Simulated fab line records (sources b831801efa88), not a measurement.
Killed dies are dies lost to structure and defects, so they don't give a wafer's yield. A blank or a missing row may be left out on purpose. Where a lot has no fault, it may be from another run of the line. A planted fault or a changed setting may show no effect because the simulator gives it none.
2 desks, one fault | flow sky130 | every desk sees just its own numbers, and what lay behind them comes last

## TOOL OWNER'S DESK, implanter-02
The tool's own readings at SKY_LDD_N_IMPLANT_14, given as means over the sampled wafers that have a number, one for each lot that went through this tool. If a lot's mean is further than 4 standard deviations from the usual mean, the lot is out of limits and carries the mark OUT (the distance appears in the brackets).
Columns: A = beamEnergyKeV at SKY_LDD_N_IMPLANT_14, usual 50.000
lot  | first seen here | A
L301 | day 18 07:55    | 50.009
L302 | day 19 05:19    | 49.978
L308 | day 21 10:41    | 49.031 (-61) OUT
L309 | day 21 11:58    | 49.012 (-62) OUT
L311 | day 22 00:41    | 49.048 (-59) OUT
This desk finds L308, L309, L311 out of limits, L308 being first, at day 21 10:41 (beamEnergyKeV at SKY_LDD_N_IMPLANT_14). L301, L302: within limits.

## THE METROLOGY DESK
What the gauges read, lot by lot, whatever tool the lot ran on: means of the sampled wafers that have a number. If a lot's mean is further than 4 standard deviations from the usual mean, the lot is out of limits and carries the mark OUT (the distance appears in the brackets).
Columns: A = LDD_N_OVL at SKY_LDD_N_OVL_MEAS_07, usual 0.8 nm
lot  | first seen here | A
L301 | day 18 06:58    | 1.5
L302 | day 19 04:22    | 0.6
L308 | day 21 09:44    | 0.8
L309 | day 21 10:59    | -0.7
L311 | day 21 23:44    | 0.2
L318 | day 24 17:56    | 2.0
L319 | day 24 21:04    | 1.1
This desk found nothing out of limits on any of the 7 lots.

## PUT TOGETHER
An alarm could have come from the tool owner's desk at day 21 10:41, on L308, L309, L311.
Nothing out of limits was seen by the metrology desk.
The metrology desk has L308, L309, L311 on record, within its limits.
The lots listed all ran SKY_LDD_N_IMPLANT_14 on implanter-02.

## WHAT THE SIMULATOR PUT IN
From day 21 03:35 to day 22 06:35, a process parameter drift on implanter-02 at SKY_LDD_N_IMPLANT_14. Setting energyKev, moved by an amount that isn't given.
Struck lots among those shown: L308, L309, L311.
Time in hours from fault onset to the first out-of-limits reading at each desk: the tool owner's desk, 7.
